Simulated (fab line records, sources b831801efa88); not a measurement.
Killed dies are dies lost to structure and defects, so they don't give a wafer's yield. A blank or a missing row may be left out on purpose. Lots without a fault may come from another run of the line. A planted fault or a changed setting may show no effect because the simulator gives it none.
Problem report in the 8D (eight disciplines) form, filled by code | flow sky130 | the parts of the form that need people (team, actions taken, sign-off) are left out

1. THE PROBLEM
strip_time_to_endpoint_s at SKY_METAL4_STRIP_19 reads a mean of 7.33 s on 6 wafers of 2 lots; wafers without a fault read 6.80 s with a standard deviation of 0.066. That is +8.0 standard deviations from the usual mean.
The step: strips in O2/N2.
First seen on wafer L739.3, day 45 13:48, on plasma_asher-02. The record holds 33 wafers of 11 lots with a number at this step. Rule for "out", or "out of limits": more than 4 standard deviations from the usual mean. The other wafers with a number count as sound.

2. WHAT IT IS AND WHAT IT IS NOT
question                    | is                       | is not
which readings at this step | strip_time_to_endpoint_s | drypump_motor_current_A, n2_flow_sccm
which lots                  | L739, L740               | L726, L727, L728, L729, L734, L741, L742, L743, L744
which wafers of those lots  | all that have a number   | -
read on which tools         | plasma_asher-02          | plasma_asher-01, plasma_asher-04
when                        | from day 45 13:48        | up to then (15 sound wafers); but 12 sound wafers of L741, L742, L743, L744 came after

3. SUSPECTS, AND WHAT RULES EACH OUT
Counting: a tool at a process step up to the reading stays a suspect if it ran every lot that is out and no sound lot after the first of them.
- cvd_w-01 at SKY_VIA3_CVD_21 (deposits W, target thk 390 nm, time 117.31 s): ruled out as a lasting fault. Sound lots L741, L742, L743 ran on it after its first lot that is out, L739 (day 43 16:14).
- pvd_sputter-04 at SKY_METAL4_SPUTTER_01 (material TiN, target thk 20 nm, time 16.7 s): ruled out as a lasting fault. Sound lots L742, L744 ran on it after its first lot that is out, L739 (day 43 17:04).
- litho_track-01 at SKY_METAL4_COAT_08 (resist thk 1140 nm): kept. It ran every lot that is out, first L739 (day 45 03:00), and no sound lot after that; its last sound lot up to then is L728 (day 41 22:00).
- plasma_asher-02 at SKY_METAL4_STRIP_19 (strips in O2/N2): ruled out as a lasting fault. Sound lots L744 ran on it after its first lot that is out, L739 (day 45 13:48).
Left after counting: litho_track-01 at SKY_METAL4_COAT_08.

4. THE CAUSE (what the simulator had put in)
Process parameter drift: litho_track-01, from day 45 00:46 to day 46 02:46, at SKY_METAL4_COAT_08. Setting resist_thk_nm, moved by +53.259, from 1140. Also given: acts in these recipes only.
Counting left only this tool.

5. THE CHAIN OF EFFECTS, in route order
Each row: a reading whose mean over the struck wafers that have a number lies more than 3 standard deviations from the usual. Only readings for which the record gives a usual standard deviation are gone through. hours: the time from each lot's start at the first step in this table that gives one to its start at this step, as a median over the lots. sigmas: the change in usual standard deviations.
hours | step                | reading                  | usual      | on struck wafers | change | sigmas
0     | SKY_METAL4_STRIP_19 | oes_product_au           | 0.513 a.u. | 0.537            | +0.024 | +4.1
0     | SKY_METAL4_STRIP_19 | strip_time_to_endpoint_s | 6.80 s     | 7.33             | +0.53  | +8.0
The process steps in it:
- SKY_METAL4_STRIP_19: strips in O2/N2.

6. WHAT WOULD HAVE CAUGHT IT SOONER
In this record the first reading out of limits was taken at day 45 13:48, 13 hours after the fault began at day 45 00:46.
All the lots that are out (2) had begun SKY_METAL4_COAT_08 on litho_track-01 by day 45 13:48. A hold on the tool at that time would have spared none of them.
